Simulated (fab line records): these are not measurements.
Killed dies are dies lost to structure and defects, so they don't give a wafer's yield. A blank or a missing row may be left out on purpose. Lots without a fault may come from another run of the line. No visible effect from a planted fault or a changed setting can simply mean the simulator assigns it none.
Which tool did it? :: flow gf180mcu :: 36 wafers from 12 lots sampled at 3 of the route's 602 steps

== WHAT THE GAUGES SHOWED, per wafer ==
GF_M2_OVL_MEAS_15.
lot: L906
measured: day 19 13:17
on: overlay-01
M2_OVL (nm): -12 -5 -5

lot: L907
measured: day 19 17:26
on: overlay-02
M2_OVL (nm): -1 10 0

lot: L908
measured: day 19 18:44
on: overlay-02
M2_OVL (nm): -2 -1 -9

lot: L909
measured: day 20 02:37
on: overlay-01
M2_OVL (nm): 0 -5 -4

lot: L911
measured: day 21 02:43
on: overlay-01
M2_OVL (nm): 9 12 15

lot: L912
measured: day 21 19:13
on: overlay-02
M2_OVL (nm): -10 -13 -11

lot: L917
measured: day 23 16:20
on: overlay-02
M2_OVL (nm): 4 -5 5

lot: L918
measured: day 23 20:56
on: overlay-01
M2_OVL (nm): 20 6 13

lot: L921
measured: day 25 00:00
on: overlay-02
M2_OVL (nm): 5 5 5

lot: L924
measured: day 25 15:20
on: overlay-01
M2_OVL (nm): 5 3 -7

lot: L925
measured: day 26 01:48
on: overlay-02
M2_OVL (nm): 1 8 4

lot: L926
measured: day 26 02:02
on: overlay-01
M2_OVL (nm): 4 -5 2

GF_V3_THK_MEAS_01.
lot: L906
measured: day 21 17:14
on: film_metro-03
V3_CVD_00_THK (nm): 612 599 603

lot: L907
measured: day 21 21:14
on: film_metro-04
V3_CVD_00_THK (nm): 606 597 592

lot: L908
measured: day 21 23:16
on: film_metro-02
V3_CVD_00_THK (nm): 591 607 595

lot: L909
measured: day 22 07:08
on: film_metro-02
V3_CVD_00_THK (nm): 592 603 590

lot: L911
measured: day 23 04:52
on: film_metro-03
V3_CVD_00_THK (nm): 602 604 606

lot: L912
measured: day 23 21:24
on: film_metro-04
V3_CVD_00_THK (nm): 609 598 593

lot: L917
measured: day 25 15:25
on: film_metro-03
V3_CVD_00_THK (nm): 589 599 587

lot: L918
measured: day 25 19:13
on: film_metro-03
V3_CVD_00_THK (nm): 595 604 594

lot: L921
measured: day 26 20:41
on: film_metro-04
V3_CVD_00_THK (nm): 610 608 610

lot: L924
measured: day 27 11:32
on: film_metro-03
V3_CVD_00_THK (nm): 610 597 602

lot: L925
measured: day 27 21:43
on: film_metro-03
V3_CVD_00_THK (nm): 607 608 607

lot: L926
measured: day 27 23:20
on: film_metro-03
V3_CVD_00_THK (nm): 600 602 603

== TOOL THAT RAN EACH LOT (tool first, then ch and the chambers of the sampled wafers, then the start) ==
lot: L906
GF_M2_METAL_ETCH_16: rie_metal-01 ch 0,1, day 19 13:20

lot: L907
GF_M2_METAL_ETCH_16: rie_metal-01 ch 1, day 19 17:28

lot: L908
GF_M2_METAL_ETCH_16: rie_metal-04 ch 0,1, day 19 18:46

lot: L909
GF_M2_METAL_ETCH_16: rie_metal-01 ch 0,1, day 20 02:40

lot: L911
GF_M2_METAL_ETCH_16: rie_metal-04 ch 0,1, day 21 02:47

lot: L912
GF_M2_METAL_ETCH_16: rie_metal-02 ch 1, day 21 19:22

lot: L917
GF_M2_METAL_ETCH_16: rie_metal-04 ch 0,1, day 23 16:22

lot: L918
GF_M2_METAL_ETCH_16: rie_metal-02 ch 0,1, day 23 20:59

lot: L921
GF_M2_METAL_ETCH_16: rie_metal-02 ch 0,1, day 25 00:02

lot: L924
GF_M2_METAL_ETCH_16: rie_metal-01 ch 0,1, day 25 15:25

lot: L925
GF_M2_METAL_ETCH_16: rie_metal-04 ch 0,1, day 26 01:50

lot: L926
GF_M2_METAL_ETCH_16: rie_metal-02 ch 0,1, day 26 02:05
- GF_M2_METAL_ETCH_16: etches the open film in Cl2/BCl3, stops on SiO2, target depth 750.8 nm, time 125.1 s.

== AS READ BY THE TOOLS THEMSELVES (means over the sampled wafers that have a number; for cases with no such wafer, the mark the record gives instead) ==
GF_M2_METAL_ETCH_16.
lot: L906
tool: rie_metal-01
bcl3_flow_sccm (sccm): 39.91
drypump_motor_current_A (A): 5.6
oes_product_au (a.u.): 0.998
throttle_valve_pct (%): 28.223

lot: L907
tool: rie_metal-01
bcl3_flow_sccm (sccm): 39.95
drypump_motor_current_A (A): 5.9
oes_product_au (a.u.): 0.995
throttle_valve_pct (%): 28.218

lot: L908
tool: rie_metal-04
bcl3_flow_sccm (sccm): 39.99
drypump_motor_current_A (A): 6.2
oes_product_au (a.u.): 0.986
throttle_valve_pct (%): 28.230

lot: L909
tool: rie_metal-01
bcl3_flow_sccm (sccm): 39.91
drypump_motor_current_A (A): 5.2
oes_product_au (a.u.): 0.998
throttle_valve_pct (%): 28.217

lot: L911
tool: rie_metal-04
bcl3_flow_sccm (sccm): 39.98
drypump_motor_current_A (A): 6.2
oes_product_au (a.u.): 0.988
throttle_valve_pct (%): 28.236

lot: L912
tool: rie_metal-02
bcl3_flow_sccm (sccm): 40.04
drypump_motor_current_A (A): 5.4
oes_product_au (a.u.): 0.991
throttle_valve_pct (%): 28.234

lot: L917
tool: rie_metal-04
bcl3_flow_sccm (sccm): 39.84
drypump_motor_current_A (A): 6.2
oes_product_au (a.u.): 0.994
throttle_valve_pct (%): 28.224

lot: L918
tool: rie_metal-02
bcl3_flow_sccm (sccm): 40.00
drypump_motor_current_A (A): 5.6
oes_product_au (a.u.): 0.993
throttle_valve_pct (%): 28.234

lot: L921
tool: rie_metal-02
bcl3_flow_sccm (sccm): 40.08
drypump_motor_current_A (A): 5.9
oes_product_au (a.u.): 0.985
throttle_valve_pct (%): 28.230

lot: L924
tool: rie_metal-01
bcl3_flow_sccm (sccm): 39.97
drypump_motor_current_A (A): 5.6
oes_product_au (a.u.): 0.994
throttle_valve_pct (%): 28.225

lot: L925
tool: rie_metal-04
bcl3_flow_sccm (sccm): 39.89
drypump_motor_current_A (A): 6.2
oes_product_au (a.u.): 0.985
throttle_valve_pct (%): 28.237

lot: L926
tool: rie_metal-02
bcl3_flow_sccm (sccm): 40.07
drypump_motor_current_A (A): 5.6
oes_product_au (a.u.): 0.989
throttle_valve_pct (%): 28.227

== THE ANSWER, worked out from the rows above alone ==
Rule: the lots themselves supply what counts as usual. The widest of any qualifying gaps counts: lots, ordered by their means at a reading, are off when they make up no more than a third of the lots, leave a main group of 4 or more, and stand apart from it by 3 or more times the standard deviation of that group's means. If all means in a main group match to the digits the tables above print for the reading, that group is not used. Also off: a lot with no number at a reading for which 4 or more lots have one. All remaining lots with rows at the step are treated as sound. First the gauges in route order, then the tools' own readings, where a lot's mean is used as printed above. At the first step where some lot is off, the reading lying furthest off is the one used; lots without a number count as furthest.
None of the lots is off at any reading shown; this tells nothing.

== WHAT THE SIMULATOR HAD PUT IN ==
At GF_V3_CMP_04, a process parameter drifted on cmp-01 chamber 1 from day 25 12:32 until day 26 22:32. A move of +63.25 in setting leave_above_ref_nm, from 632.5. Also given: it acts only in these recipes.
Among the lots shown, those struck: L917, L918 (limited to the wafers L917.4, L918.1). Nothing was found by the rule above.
